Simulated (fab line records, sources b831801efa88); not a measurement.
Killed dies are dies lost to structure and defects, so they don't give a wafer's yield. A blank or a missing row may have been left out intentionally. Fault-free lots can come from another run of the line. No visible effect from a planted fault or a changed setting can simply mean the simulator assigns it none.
fab line records || flow sfqLine
record: {"lots": 15, "wafers": 45, "lastDay": 90}
route steps=325 shown M5@202
lots that met no fault: from a run of the same line without faults
startH: hours from the record's first day to the start of the lot's first wafer shown || waitH: hours since the lot's step before || " the same as in the row above || L1.1+2: a single row standing in for several wafers || - value missing, or start not given || * or withheld: withheld || < > ~ a bound
route shown NAME@n: a module of which the file shows steps, and the number in the route of the first || usual: mean/standard deviation taken from wafers without a fault || same: alike in all rows || chamber/n: place in a boat || sites: per-site readings || _std_site: the standard deviation of these || _edge_site: mean of outer sites minus mean of inner sites || radiusMm: for every site, how far away it sits from the centre of the wafer || mask NAME#n: copy n || behind: the last tool/chamber to shape the wafer || hold: cause of the lot's hold/its duration in hours/its outcome || device: transistor that didn't switch, given as n, p or np || end of line: the tests these same wafers got at the end of their route || where a step has no rows: the recipe by itself || killed: not the wafer's yield, but the dies lost to structure and defects at the first sort || map: shows each die of a wafer: x if killed, . if not, _ if none is there
set.NAME: the setting the step ran with; set.NAME@STEP: the setting that earlier step ran with || model.NAME: the simulator's own value behind a step, which no gauge read
the route's steps for a sample of lots (tables are steps, rows are wafers)
== steps ==
step: SFQ_TRILAYER_M5_LITHO_PEB_126
recipe: {"pebTempC": 115, "pebTimeS": 60, "resist": "KrF"}
usual: {"chillPlateTempC": "23.00/0.11", "exhaustPa": "45.0/0.94", "pebTimeS": "60/0"}
{"lot.wafer": "L399.3", "tool": "lithoTrack-03", "chamber": 0, "startH": 1339.30, "waitH": 0.7, "chillPlateTempC": 23.10, "exhaustPa": 44.6, "pebTimeS": 60}
{"lot.wafer": "L399.4", "tool": "lithoTrack-03", "chamber": 0, "startH": 1339.30, "waitH": 0.7, "chillPlateTempC": 23.10, "exhaustPa": 44.3, "pebTimeS": 60}
{"lot.wafer": "L399.6", "tool": "lithoTrack-03", "chamber": 0, "startH": 1339.30, "waitH": 0.7, "chillPlateTempC": 23.07, "exhaustPa": 45.3, "pebTimeS": 60}
{"lot.wafer": "L402.2", "tool": "lithoTrack-02", "chamber": 0, "startH": 1345.28, "waitH": 0.8, "chillPlateTempC": 23.07, "exhaustPa": 43.9, "pebTimeS": 60}
{"lot.wafer": "L402.4", "tool": "lithoTrack-02", "chamber": 0, "startH": 1345.28, "waitH": 0.8, "chillPlateTempC": 23.01, "exhaustPa": 44.5, "pebTimeS": 60}
{"lot.wafer": "L402.6", "tool": "lithoTrack-02", "chamber": 0, "startH": 1345.28, "waitH": 0.8, "chillPlateTempC": 22.72, "exhaustPa": 45.9, "pebTimeS": 60}
{"lot.wafer": "L405.1", "tool": "lithoTrack-02", "chamber": 0, "startH": 1356.28, "waitH": 1.0, "chillPlateTempC": 23.15, "exhaustPa": 44.2, "pebTimeS": 60}
{"lot.wafer": "L405.4", "tool": "lithoTrack-02", "chamber": 0, "startH": 1356.28, "waitH": 1.0, "chillPlateTempC": 23.12, "exhaustPa": 43.3, "pebTimeS": 60}
{"lot.wafer": "L405.5", "tool": "lithoTrack-02", "chamber": 0, "startH": 1356.28, "waitH": 1.0, "chillPlateTempC": 23.04, "exhaustPa": 44.8, "pebTimeS": 60}
{"lot.wafer": "L406.2", "tool": "lithoTrack-02", "chamber": 0, "startH": 1357.50, "waitH": 0.8, "chillPlateTempC": 23.02, "exhaustPa": 45.1, "pebTimeS": 60}
{"lot.wafer": "L406.3", "tool": "lithoTrack-02", "chamber": 0, "startH": 1357.50, "waitH": 0.8, "chillPlateTempC": 22.94, "exhaustPa": 44.5, "pebTimeS": 60}
{"lot.wafer": "L406.6", "tool": "lithoTrack-02", "chamber": 0, "startH": 1357.50, "waitH": 0.8, "chillPlateTempC": 22.86, "exhaustPa": 42.6, "pebTimeS": 60}
{"lot.wafer": "L407.2", "tool": "lithoTrack-03", "chamber": 0, "startH": 1361.10, "waitH": 0.8, "chillPlateTempC": 23.19, "exhaustPa": 45.1, "pebTimeS": 60}
{"lot.wafer": "L407.4", "tool": "lithoTrack-03", "chamber": 0, "startH": 1361.10, "waitH": 0.8, "chillPlateTempC": 23.07, "exhaustPa": 43.9, "pebTimeS": 60}
{"lot.wafer": "L407.6", "tool": "lithoTrack-03", "chamber": 0, "startH": 1361.10, "waitH": 0.8, "chillPlateTempC": 23.17, "exhaustPa": 44.9, "pebTimeS": 60}
{"lot.wafer": "L408.1", "tool": "lithoTrack-01", "chamber": 0, "startH": 1363.48, "waitH": 1.0, "chillPlateTempC": 22.96, "exhaustPa": 45.1, "pebTimeS": 60}
{"lot.wafer": "L408.4", "tool": "lithoTrack-01", "chamber": 0, "startH": 1363.48, "waitH": 1.0, "chillPlateTempC": 23.14, "exhaustPa": 45.3, "pebTimeS": 60}
{"lot.wafer": "L408.5", "tool": "lithoTrack-01", "chamber": 0, "startH": 1363.48, "waitH": 1.0, "chillPlateTempC": 23.03, "exhaustPa": 44.9, "pebTimeS": 60}
{"lot.wafer": "L409.3", "tool": "lithoTrack-03", "chamber": 0, "startH": 1365.93, "waitH": 0.7, "chillPlateTempC": 23.12, "exhaustPa": 46.3, "pebTimeS": 60}
{"lot.wafer": "L409.5", "tool": "lithoTrack-03", "chamber": 0, "startH": 1365.93, "waitH": 0.7, "chillPlateTempC": 23.20, "exhaustPa": 45.1, "pebTimeS": 60}
{"lot.wafer": "L409.6", "tool": "lithoTrack-03", "chamber": 0, "startH": 1365.93, "waitH": 0.7, "chillPlateTempC": 23.10, "exhaustPa": 45.0, "pebTimeS": 60}
{"lot.wafer": "L410.1", "tool": "lithoTrack-03", "chamber": "-", "startH": 1369.48, "waitH": 1.0, "chillPlateTempC": "-", "exhaustPa": "-", "pebTimeS": "-"}
{"lot.wafer": "L410.2", "tool": "lithoTrack-03", "chamber": "-", "startH": 1369.48, "waitH": 1.0, "chillPlateTempC": "-", "exhaustPa": "-", "pebTimeS": "-"}
{"lot.wafer": "L410.5", "tool": "lithoTrack-03", "chamber": "-", "startH": 1369.48, "waitH": 1.0, "chillPlateTempC": "-", "exhaustPa": "-", "pebTimeS": "-"}
{"lot.wafer": "L411.2", "tool": "lithoTrack-01", "chamber": "-", "startH": 1372.98, "waitH": 0.8, "chillPlateTempC": "-", "exhaustPa": "-", "pebTimeS": "-"}
{"lot.wafer": "L411.3", "tool": "lithoTrack-01", "chamber": "-", "startH": 1372.98, "waitH": 0.8, "chillPlateTempC": "-", "exhaustPa": "-", "pebTimeS": "-"}
{"lot.wafer": "L411.4", "tool": "lithoTrack-01", "chamber": "-", "startH": 1372.98, "waitH": 0.8, "chillPlateTempC": "-", "exhaustPa": "-", "pebTimeS": "-"}
{"lot.wafer": "L412.2", "tool": "lithoTrack-02", "chamber": "-", "startH": 1384.42, "waitH": 0.8, "chillPlateTempC": "-", "exhaustPa": "-", "pebTimeS": "-"}
{"lot.wafer": "L412.5", "tool": "lithoTrack-02", "chamber": "-", "startH": 1384.42, "waitH": 0.8, "chillPlateTempC": "-", "exhaustPa": "-", "pebTimeS": "-"}
{"lot.wafer": "L412.6", "tool": "lithoTrack-02", "chamber": "-", "startH": 1384.42, "waitH": 0.8, "chillPlateTempC": "-", "exhaustPa": "-", "pebTimeS": "-"}
{"lot.wafer": "L414.4", "tool": "lithoTrack-03", "chamber": 0, "startH": 1398.23, "waitH": 0.5, "chillPlateTempC": 22.77, "exhaustPa": 45.9, "pebTimeS": 60}
{"lot.wafer": "L414.5", "tool": "lithoTrack-03", "chamber": 0, "startH": 1398.23, "waitH": 0.5, "chillPlateTempC": 22.84, "exhaustPa": 46.4, "pebTimeS": 60}
{"lot.wafer": "L414.6", "tool": "lithoTrack-03", "chamber": 0, "startH": 1398.23, "waitH": 0.5, "chillPlateTempC": 22.99, "exhaustPa": 45.6, "pebTimeS": 60}
{"lot.wafer": "L415.2", "tool": "lithoTrack-02", "chamber": 0, "startH": 1406.02, "waitH": 0.8, "chillPlateTempC": 23.14, "exhaustPa": 43.4, "pebTimeS": 60}
{"lot.wafer": "L415.4", "tool": "lithoTrack-02", "chamber": 0, "startH": 1406.02, "waitH": 0.8, "chillPlateTempC": 23.10, "exhaustPa": 45.7, "pebTimeS": 60}
{"lot.wafer": "L415.6", "tool": "lithoTrack-02", "chamber": 0, "startH": 1406.02, "waitH": 0.8, "chillPlateTempC": 23.15, "exhaustPa": 44.4, "pebTimeS": 60}
{"lot.wafer": "L419.1", "tool": "lithoTrack-02", "chamber": 0, "startH": 1427.04, "waitH": 1.0, "chillPlateTempC": 23.02, "exhaustPa": 43.6, "pebTimeS": 60}
{"lot.wafer": "L419.2", "tool": "lithoTrack-02", "chamber": 0, "startH": 1427.04, "waitH": 1.0, "chillPlateTempC": 23.06, "exhaustPa": 45.2, "pebTimeS": 60}
{"lot.wafer": "L419.6", "tool": "lithoTrack-02", "chamber": 0, "startH": 1427.04, "waitH": 1.0, "chillPlateTempC": 23.01, "exhaustPa": 45.5, "pebTimeS": 60}
{"lot.wafer": "L420.2", "tool": "lithoTrack-03", "chamber": 0, "startH": 1431.86, "waitH": 0.8, "chillPlateTempC": 23.10, "exhaustPa": 45.3, "pebTimeS": 60}
{"lot.wafer": "L420.4", "tool": "lithoTrack-03", "chamber": 0, "startH": 1431.86, "waitH": 0.8, "chillPlateTempC": 23.00, "exhaustPa": 44.9, "pebTimeS": 60}
{"lot.wafer": "L420.5", "tool": "lithoTrack-03", "chamber": 0, "startH": 1431.86, "waitH": 0.8, "chillPlateTempC": 23.04, "exhaustPa": 43.6, "pebTimeS": 60}
{"lot.wafer": "L421.2", "tool": "lithoTrack-01", "chamber": 0, "startH": 1436.66, "waitH": 0.8, "chillPlateTempC": 23.03, "exhaustPa": 44.9, "pebTimeS": 60}
{"lot.wafer": "L421.4", "tool": "lithoTrack-01", "chamber": 0, "startH": 1436.66, "waitH": 0.8, "chillPlateTempC": 22.97, "exhaustPa": 46.6, "pebTimeS": 60}
{"lot.wafer": "L421.5", "tool": "lithoTrack-01", "chamber": 0, "startH": 1436.66, "waitH": 0.8, "chillPlateTempC": 22.84, "exhaustPa": 45.9, "pebTimeS": 60}
== key ==
firstSign: {"step": "SFQ_TRILAYER_M5_LITHO_PEB_126", "reading": "toolRecord", "direction": "missing"}
effect none on later readings
metAt SFQ_TRILAYER_M5_LITHO_PEB_126
struckLots L410,L411,L412
onsetBetween 1365.93 1369.48
fault: {"kind": "skippedStepWhole", "tool": "lithoTrack-01,lithoTrack-02,lithoTrack-03", "chamber": "-", "onsetH": 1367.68, "steps": "SFQ_TRILAYER_M5_LITHO_PEB_126", "scope": "struckLotsOnly"}
